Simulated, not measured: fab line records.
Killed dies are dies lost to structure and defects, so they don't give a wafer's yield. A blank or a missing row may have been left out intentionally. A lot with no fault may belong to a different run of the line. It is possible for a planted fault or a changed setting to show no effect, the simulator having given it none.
A lot that was struck, set against a sound lot | flow sky130 | 15 steps out of a route of 708
Sound: wafers L479.2, L479.3, L479.4. Struck: wafers L486.1, L486.3, L486.4. The cause is named last.
Each step with rows lists, per side, the tool, then ch with its chambers, then its first start. Under that, the readings that differ: sound wafers | struck wafers | difference of the means | sigmas: that difference in standard deviations of wafers without a fault.
alike: readings with means less than 2 such deviations apart, plus words and numbers identical on both sides. not compared: withheld readings, readings lacking a value on some wafer, bounds such as >300 that could conceal the same value, and numbers that have no deviation in the record and whose values overlap.
Wherever a step has rows on one side only, a row that says differs or no value, or a row with sigmas, the two part there. Non-overlapping numbers with no deviation appear without sigmas and do not part them. Lack of a reading on every wafer of one side parts them only where that side has two or more wafers.

first, 4 steps without rows for these wafers: SKY_VIA2_SOFTBAKE_08 (time 90 s); SKY_VIA2_EXPOSE_09 (exposes mask VIM2, target cd 200 nm); SKY_VIA2_PEB_10; SKY_VIA2_DEVELOP_11 (develop time 61.97 s).
SKY_VIA2_CD_MEAS_12: target cd 200 nm.
  sound on cd sem-02 at day 36 22:24; struck on cd sem-01 at day 39 06:01
  alike: cd nm
SKY_VIA2_OVL_MEAS_13:
  sound on overlay-02 at day 36 22:31; struck on overlay-02 at day 39 06:08
  alike: VIA2_OVL
SKY_VIA2_ETCH_14: etches BARC in N2/H2, stops on SiO2, time 45.9 s, target depth 60 nm.
  sound on rie diel-03 ch 0,2,3, day 36 22:32; struck on rie diel-02 ch 1,2,3, day 39 06:10
  alike: drypump motor current A, oes product au, throttle valve pct
  not compared: rf hours counter h
SKY_VIA2_ETCH_15: etches SiO2 in C4F8/O2/Ar, stops on TiN, target depth 546 nm, time 84 s.
  sound on rie diel-03 ch 0,2,3, day 36 22:35; struck on rie diel-02 ch 1,2,3, day 39 06:13
  alike: oes product au
  not compared: rf hours counter h
SKY_VIA2_STRIP_16: strips in O2/N2.
  sound on plasma asher-04 ch 0,1, day 36 22:38; struck on plasma asher-04 ch 0,1, day 39 06:16
  alike: drypump motor current A, oes product au, strip time to endpoint s
  not compared: rf hours counter h
then, 3 steps without rows for these wafers: SKY_VIA2_STRIP_17 (strips in post etch residue remover, time 1200 s); SKY_VIA2_CLEAN_18 (cleans in IPA, time 180 s); SKY_VIA2_CLEAN_19 (cleans in O3/DIW).
SKY_VIA2_SPUTTER_20: material TiN, target thk 20 nm, time 80 s.
  sound on pvd sputter-01 at day 36 23:14; struck on pvd sputter-02 at day 39 06:53
  no value came back on the struck wafers for cathode dc power W (W), chamber pressure pa (Pa), throttle valve pct (%); on the sound wafers cathode dc power W (W) reads 4000.8 4000.7 4000.0
SKY_VIA2_CVD_21: deposits W, target thk 420 nm, time 126.4 s.
  sound on cvd w-01 ch 0,1, day 36 23:17; struck on cvd w-01 ch 0,1, day 39 06:58
  reading                  | sound       | struck      | difference | sigmas
  heater power outer w (W) | 534 535 550 | 489 487 496 | -49        | -3
  alike: heater power w
  not compared: since wet clean h
-- the record jumps here: 9 days lie between the struck wafers' starts before and after (it left off in module VIA2 and takes up again in module PAD_OPEN, whose first step shown is number 708 of the route) --
SKY_PAD_OPEN_PROBE_99:
  sound on prober-02 at day 46 06:38; struck on prober-01 at day 48 02:46
  reading                  | sound          | struck         | difference | sigmas
  defect limited yield (%) | 82.3 84.6 85.2 | 0 0 0          | -84        | -47
  killed_at_M0_to_M3       | 40 37 30       | 440 449 445    | +409       | +55
  killed dies              | 87 76 73       | 492 492 492    | +413       | +46
  killed on rim            | 20 9 8         | 96 96 96       | +84        | +21
  sort_bin_5_function (%)  | 11.4 10.0 9.8  | 91.5 91.7 92.1 | +81.4      | +51
  sort n pass              | 405 416 419    | 0 0 0          | -413       | -46
  sort yield pct (%)       | 82.3 84.6 85.2 | 0 0 0          | -84        | -47
  alike: killed_at_M4_up, killed at contacts, killed at front end, killed at other, killed open, killed short, sort_bin_3_pad_short, sort_bin_6_memory

WHERE THEY PART
Earliest at SKY_VIA2_SPUTTER_20; latest, in this record, at SKY_PAD_OPEN_PROBE_99.

WHY: whatever the simulator had introduced
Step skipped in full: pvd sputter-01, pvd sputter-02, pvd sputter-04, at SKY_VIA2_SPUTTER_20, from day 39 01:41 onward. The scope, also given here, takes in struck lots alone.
